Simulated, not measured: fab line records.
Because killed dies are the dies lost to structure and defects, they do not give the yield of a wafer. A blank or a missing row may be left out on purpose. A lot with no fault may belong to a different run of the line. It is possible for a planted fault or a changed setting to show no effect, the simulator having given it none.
Struck lot and sound lot, side by side || flow sky130 || 19 out of 708 route steps
Sound: wafers L800.1, L800.3, L800.6. Struck: wafers L806.2, L806.3, L806.6. The cause comes at the end.
Each step with rows lists, per side, the tool, then ch with its chambers, then its first start. Under that, the readings that differ: sound wafers || struck wafers || difference of the means || sigmas: that difference in standard deviations of wafers without a fault.
alike: readings with means less than 2 such deviations apart, plus words and numbers identical on both sides. not compared: withheld readings, readings lacking a value on some wafer, bounds such as >300 that could conceal the same value, and numbers that have no deviation in the record and whose values overlap.
The two part at a step that has a row with sigmas, a row that says differs or no value, or rows on one side only. Non-overlapping numbers with no deviation appear without sigmas and do not part them. A reading that every wafer of one side lacks parts them only if that side has two wafers or more.

first, 4 steps without rows for these wafers: SKY_NWELL_SOFTBAKE_06; SKY_NWELL_EXPOSE_07 (exposes mask NWM, target cd 840 nm); SKY_NWELL_PEB_08; SKY_NWELL_DEVELOP_09 (develop time 60 s).
SKY_NWELL_OVL_MEAS_10:
  sound on overlay-02, day 6 09:40; struck on overlay-02, day 7 18:44
  alike: NWELL_00_OVL
then, 3 steps without rows for these wafers: SKY_NWELL_IMPLANT_11; SKY_NWELL_IMPLANT_12; SKY_NWELL_IMPLANT_13.
SKY_NWELL_STRIP_14: strips in O2/N2.
  sound on plasmaAsher-03 ch 0,1, day 6 10:09; struck on plasmaAsher-03 ch 0,1, day 7 19:13
  alike: chamberPressureMTorr, drypumpMotorCurrentA, n2FlowSccm, oesProductAu, stripTimeToEndpointS
  not compared: rfHoursCounterH
SKY_NWELL_TW_MEAS_15:
  sound on filmMetro-04, day 6 10:15; struck on filmMetro-03, day 7 19:19
  alike: NWELL_TW
then, 2 steps without rows for these wafers: SKY_NWELL_DEHYDRATE_16 (time 60 s); SKY_NWELL_HMDS_17 (prime time 60 s).
SKY_NWELL_COAT_18: resist thk 2985 nm.
  sound on lithoTrack-02 ch 0, day 6 19:16; struck on lithoTrack-03, day 8 05:44
  no value came back on the struck wafers for chillPlateTempC (C), dispensePressureKPa (kPa), spinSpeedRpm (rpm); on the sound wafers chillPlateTempC (C) reads 23.11 23.12 22.99
then, 4 steps without rows for these wafers: SKY_NWELL_SOFTBAKE_19; SKY_NWELL_EXPOSE_20 (exposes mask NWM COMPLEMENT, target cd 840 nm); SKY_NWELL_PEB_21; SKY_NWELL_DEVELOP_22 (develop time 60 s).
SKY_NWELL_OVL_MEAS_23:
  sound on overlay-01, day 7 05:37; struck on overlay-01, day 8 16:02
{"reading": "NWELL_01_OVL (nm)", "sound": "-0.2 -1.8 0.7", "struck": "- - -", "difference": "no value on the struck wafers", "sigmas": ""}
after that, 1 step had no rows for these wafers: SKY_NWELL_IMPLANT_24.

## WHERE THEY PART
At SKY_NWELL_COAT_18 first; at SKY_NWELL_OVL_MEAS_23 last (within this record only).

WHY: the cause the simulator had injected
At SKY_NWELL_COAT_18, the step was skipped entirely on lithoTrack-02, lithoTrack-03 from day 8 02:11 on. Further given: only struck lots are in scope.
